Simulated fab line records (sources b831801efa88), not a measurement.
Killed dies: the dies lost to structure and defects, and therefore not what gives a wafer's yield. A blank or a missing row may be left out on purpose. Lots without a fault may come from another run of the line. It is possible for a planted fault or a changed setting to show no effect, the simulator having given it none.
fab line records | flow gf180mcu
record: lots: 13 wafers: 39 last-day: 34
route steps=602 shown DNWELL@36
lots that met no fault: from a run of the same line without faults
start-h: hours from the record's first day to the start of the lot's first wafer shown | wait-h: hours from the lot's prior step to this one | " repeats the value in the row above | L1.1+2: a single row standing in for several wafers | - value missing, or start not given | * or withheld: withheld | < > ~ a bound
route shown NAME@n: names a module that has steps shown in the file, with the first one's number in the route | usual: the fault-free wafers' mean and standard deviation | same: alike in all rows | chamber/n: place in a boat | sites: each site's reading | _std_site: standard deviation across them | _edge_site: mean of outer sites minus mean of inner sites | radius-mm: for every site, how far away it sits from the centre of the wafer | mask NAME#n: copy n | behind: the last tool/chamber to shape the wafer | hold: the reason the lot was held/the length of the hold in hours/how it ended | device: whichever transistor did not switch (one of n, p or np) | end of line: the tests these same wafers got at the end of their route | for a step that has no rows: nothing shown but its recipe | killed: dies that structure and defects cost at the first sort, which is not the same as the wafer's yield | map: per-die view of a wafer (x killed, . not killed, _ where there is no die)
set.NAME: setting as actually run; set.NAME@STEP: the setting as run at that earlier step | model.NAME: the simulator's own value behind a step, which no gauge read
a sample of lots followed through the steps of the route, with each step as a table and each wafer as a row
services: a tool's chamber out of use, with start hour (start-h, from the record's first day; less than 0 if before it), hours out, and reason
== steps ==
step: GF_DNWELL_EXPOSE_04
recipe: mask-id: DNWELL target-cd-nm: 1700 na: 0.6 source-shape: conventional sigma-outer: 0.6 dose-mj: 260
columns lot.wafer tool chamber start-h wait-h mask
L312.2+3+4 iline-stepper-02 0 41.48 - DNWELL#0
L313.2+4+6 iline-stepper-02 0 46.71 - DNWELL#0
L314.1+2+5 iline-stepper-02 0 53.26 - DNWELL#0
L315.1+4+5 iline-stepper-02 0 57.36 - DNWELL#0
L320.1+3+5 iline-stepper-02 0 85.92 - DNWELL_R1#0
L323.4+5+6 iline-stepper-02 0 98.60 - DNWELL#0
L325.1+2+6 iline-stepper-02 0 113.17 - DNWELL#0
L326.2+4+5 iline-stepper-02 0 115.56 - DNWELL#0
L327.2+3+4 iline-stepper-01 0 120.26 - DNWELL#0
L328.1+4+5 iline-stepper-02 0 125.59 - DNWELL#0
L329.1+3+5 iline-stepper-01 0 129.19 - DNWELL#0
L332.2+4+5 iline-stepper-01 0 147.48 - DNWELL#0
L334.1+2+5 iline-stepper-02 0 157.26 - DNWELL#0
== services ==
columns tool chamber start-h hours kind
iline-stepper-02 - 25.52 1.5 repair
iline-stepper-01 - 52.30 1.7 pm
iline-stepper-02 - 72.90 11.8 repair
iline-stepper-02 0 81.65 - calibration
iline-stepper-01 - 84.67 2.1 pm
iline-stepper-01 - 86.75 - consumable-replace:lamp
iline-stepper-01 0 111.33 - calibration
== key ==
first-sign: step: GF_DNWELL_EXPOSE_04 reading: mask direction: changed
effect none on later readings
met-at GF_DNWELL_EXPOSE_04
struck-lots L320
tester-left-out L320
onset-between 57.36 85.92
fault: kind: wrong-mask tool: any chamber: - onset-h: 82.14 steps: GF_DNWELL_EXPOSE_04 aux-copy: DNWELL_R1#0 cd-offset-nm: 255 scope: struck-lots-only
tester-left-out: of these lots the tester's yield and bins aren't shown, on N5 and GAA mostly nor the transistor test; their killed dies are dies lost to structure and defects alone, not to doping, threshold or leakage, so they don't give the yield
